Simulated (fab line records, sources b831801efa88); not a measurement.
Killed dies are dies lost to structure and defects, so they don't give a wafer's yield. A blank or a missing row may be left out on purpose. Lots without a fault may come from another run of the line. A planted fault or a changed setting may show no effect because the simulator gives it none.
Which tool did it? | flow gf180mcu | 13 lots, 39 wafers sampled, at 4 steps of a route of 602

WHAT THE GAUGES READ, wafer by wafer
GF_PASSIVATION_BOW_MEAS_14. Usual: PASSIVATION_BOW 137 um, standard deviation 9.8.
lot  | measured     | on            | PASSIVATION_BOW (um) | flag
L580 | day 29 03:14 | film_metro-03 | 140 138 154          |
L581 | day 29 09:07 | film_metro-02 | 124 130 130          |
L582 | day 29 12:32 | film_metro-03 | 133 127 114          |
L585 | day 31 01:05 | film_metro-01 | 136 130 125          |
L586 | day 30 23:45 | film_metro-03 | 145 138 136          |
L588 | day 31 10:03 | film_metro-01 | 144 148 147          |
L589 | day 31 22:50 | film_metro-01 | 135 143 136          |
L591 | day 32 03:14 | film_metro-03 | 116 135 136          |
L593 | day 32 08:55 | film_metro-03 | 140 149 148          |
L597 | day 34 00:32 | film_metro-02 | 130 134 126          |
L598 | day 34 00:50 | film_metro-01 | 149 139 144          |
L601 | day 34 22:51 | film_metro-02 | 148 145 133          |
L603 | day 35 01:51 | film_metro-01 | 144 138 146          |

WHICH TOOL RAN EACH LOT (tool, then ch and the chambers of the sampled wafers, then the start)
lot  | GF_MVSD_STRIP_10                     | GF_M5_METAL_ETCH_10               | GF_V5_SPUTTER_22
L580 | plasma_asher-03 ch 0,1, day 4 17:15  | rie_metal-03 ch 0,1, day 26 09:38 | pvd_sputter-04, day 27 08:14
L581 | plasma_asher-03 ch 0,1, day 5 00:11  | rie_metal-02 ch 0,1, day 26 16:31 | pvd_sputter-04, day 27 14:19
L582 | plasma_asher-03 ch 0,1, day 5 01:10  | rie_metal-04 ch 0, day 26 18:54   | pvd_sputter-01, day 27 17:19
L585 | plasma_asher-01 ch 0,1, day 6 04:36  | rie_metal-03 ch 0,1, day 28 11:33 | pvd_sputter-01, day 29 09:08
L586 | plasma_asher-04 ch 0,1, day 6 05:13  | rie_metal-03 ch 0,1, day 28 09:58 | pvd_sputter-01, day 29 07:22
L588 | plasma_asher-03 ch 1, day 6 11:36    | rie_metal-02 ch 0, day 28 20:25   | pvd_sputter-02, day 29 17:51
L589 | plasma_asher-01 ch 0,1, day 6 20:37  | rie_metal-03 ch 0,1, day 29 11:27 | pvd_sputter-01, day 30 08:15
L591 | plasma_asher-03 ch 0,1, day 7 02:12  | rie_metal-02 ch 1, day 29 15:06   | pvd_sputter-01, day 30 11:59
L593 | plasma_asher-01 ch 0,1, day 7 10:13  | rie_metal-03 ch 0,1, day 29 21:55 | pvd_sputter-02, day 30 17:32
L597 | plasma_asher-01 ch 0,1, day 8 14:01  | rie_metal-04 ch 0, day 31 17:59   | pvd_sputter-01, day 32 12:41
L598 | plasma_asher-01 ch 0,1, day 8 16:58  | rie_metal-02 ch 0,1, day 31 19:10 | pvd_sputter-01, day 32 13:47
L601 | plasma_asher-03 ch 0,1, day 9 22:40  | rie_metal-04 ch 0,1, day 32 18:18 | pvd_sputter-04, day 33 13:10
L603 | plasma_asher-04 ch 0,1, day 10 03:50 | rie_metal-04 ch 0,1, day 32 21:57 | pvd_sputter-01, day 33 15:56
- GF_MVSD_STRIP_10: strips in O2/N2.
- GF_M5_METAL_ETCH_10: etches the open film in Cl2/BCl3, stops on SiO2, target depth 750.8 nm, time 125.1 s.
- GF_V5_SPUTTER_22: material TiN, target thk 10 nm, time 40 s.

WHAT THE TOOLS THEMSELVES READ (means of the sampled wafers that have a number; where no wafer has one, the mark that the record gives instead)
GF_MVSD_STRIP_10. Usual: drypump_motor_current_A 5.7 A, standard deviation 0.34; heater_power_w 336 W, standard deviation 20; oes_product_au 0.723 a.u., standard deviation 0.0045; strip_time_to_endpoint_s 36.98 s, standard deviation 0.099.
lot  | tool            | drypump_motor_current_A (A) | heater_power_w (W) | oes_product_au (a.u.) | strip_time_to_endpoint_s (s) | flag
L580 | plasma_asher-03 | 5.8                         | 346                | 0.724                 | 36.78                        |
L581 | plasma_asher-03 | 5.6                         | 334                | 0.722                 | 37.08                        |
L582 | plasma_asher-03 | 5.8                         | 339                | 0.719                 | 36.95                        |
L585 | plasma_asher-01 | 5.8                         | 347                | 0.725                 | 37.09                        |
L586 | plasma_asher-04 | 5.3                         | 325                | 0.720                 | 37.18                        |
L588 | plasma_asher-03 | 5.4                         | 336                | 0.722                 | 37.03                        |
L589 | plasma_asher-01 | 5.8                         | 350                | 0.725                 | 36.89                        |
L591 | plasma_asher-03 | 5.6                         | 346                | 0.723                 | 36.98                        |
L593 | plasma_asher-01 | 5.9                         | 340                | 0.725                 | 36.93                        |
L597 | plasma_asher-01 | 5.9                         | 337                | 0.721                 | 37.10                        |
L598 | plasma_asher-01 | 5.8                         | 346                | 0.727                 | 36.97                        |
L601 | plasma_asher-03 | 5.8                         | 357                | 0.718                 | 36.86                        |
L603 | plasma_asher-04 | 5.6                         | 319                | 0.724                 | 36.89                        |

GF_M5_METAL_ETCH_10. Usual: drypump_motor_current_A 5.9 A, standard deviation 0.37; oes_product_au 0.990 a.u., standard deviation 0.0057; throttle_valve_pct 28.229 %, standard deviation 0.0096.
lot  | tool         | drypump_motor_current_A (A) | oes_product_au (a.u.) | throttle_valve_pct (%) | flag
L580 | rie_metal-03 | 6.2                         | 0.987                 | 28.230                 |
L581 | rie_metal-02 | 5.9                         | 0.983                 | 28.227                 |
L582 | rie_metal-04 | 5.2                         | 1.000                 | 28.219                 |
L585 | rie_metal-03 | 6.1                         | 0.988                 | 28.225                 |
L586 | rie_metal-03 | 6.2                         | 0.989                 | 28.239                 |
L588 | rie_metal-02 | 5.9                         | 0.987                 | 28.228                 |
L589 | rie_metal-03 | 6.2                         | 0.995                 | 28.229                 |
L591 | rie_metal-02 | 6.0                         | 0.992                 | 28.232                 |
L593 | rie_metal-03 | 6.1                         | 0.995                 | 28.226                 |
L597 | rie_metal-04 | 5.2                         | 0.996                 | 28.230                 |
L598 | rie_metal-02 | 6.0                         | 0.988                 | 28.234                 |
L601 | rie_metal-04 | 5.3                         | 0.992                 | 28.224                 |
L603 | rie_metal-04 | 5.4                         | 0.998                 | 28.224                 |

GF_V5_SPUTTER_22. Usual: throttle_valve_pct 29.8 %, standard deviation 0.6.
lot  | tool           | throttle_valve_pct (%) | flag
L580 | pvd_sputter-04 | 30.1                   |
L581 | pvd_sputter-04 | 29.0                   |
L582 | pvd_sputter-01 | 30.3                   |
L585 | pvd_sputter-01 | 29.6                   |
L586 | pvd_sputter-01 | 29.9                   |
L588 | pvd_sputter-02 | 29.4                   |
L589 | pvd_sputter-01 | 29.9                   |
L591 | pvd_sputter-01 | 29.7                   |
L593 | pvd_sputter-02 | 29.2                   |
L597 | pvd_sputter-01 | 29.9                   |
L598 | pvd_sputter-01 | 29.9                   |
L601 | pvd_sputter-04 | 29.6                   |
L603 | pvd_sputter-01 | 29.8                   |

THE ANSWER, worked out from the rows above alone
Rule: a lot is off if the mean of its wafers that have a number lies more than 3 standard deviations from the usual mean. A lot without any number at a reading at which 4 lots or more have one is off too. The other lots that the step has rows for count as sound. The gauges are gone through in route order, then the tools' own readings, and for those a lot's mean is taken as printed above. The first step at which some lot is off is used, and at that step the reading that is off furthest; a lot without a number counts as furthest.
No lot is off at any reading shown: from this, nothing can be told.

WHAT THE SIMULATOR HAD PUT IN
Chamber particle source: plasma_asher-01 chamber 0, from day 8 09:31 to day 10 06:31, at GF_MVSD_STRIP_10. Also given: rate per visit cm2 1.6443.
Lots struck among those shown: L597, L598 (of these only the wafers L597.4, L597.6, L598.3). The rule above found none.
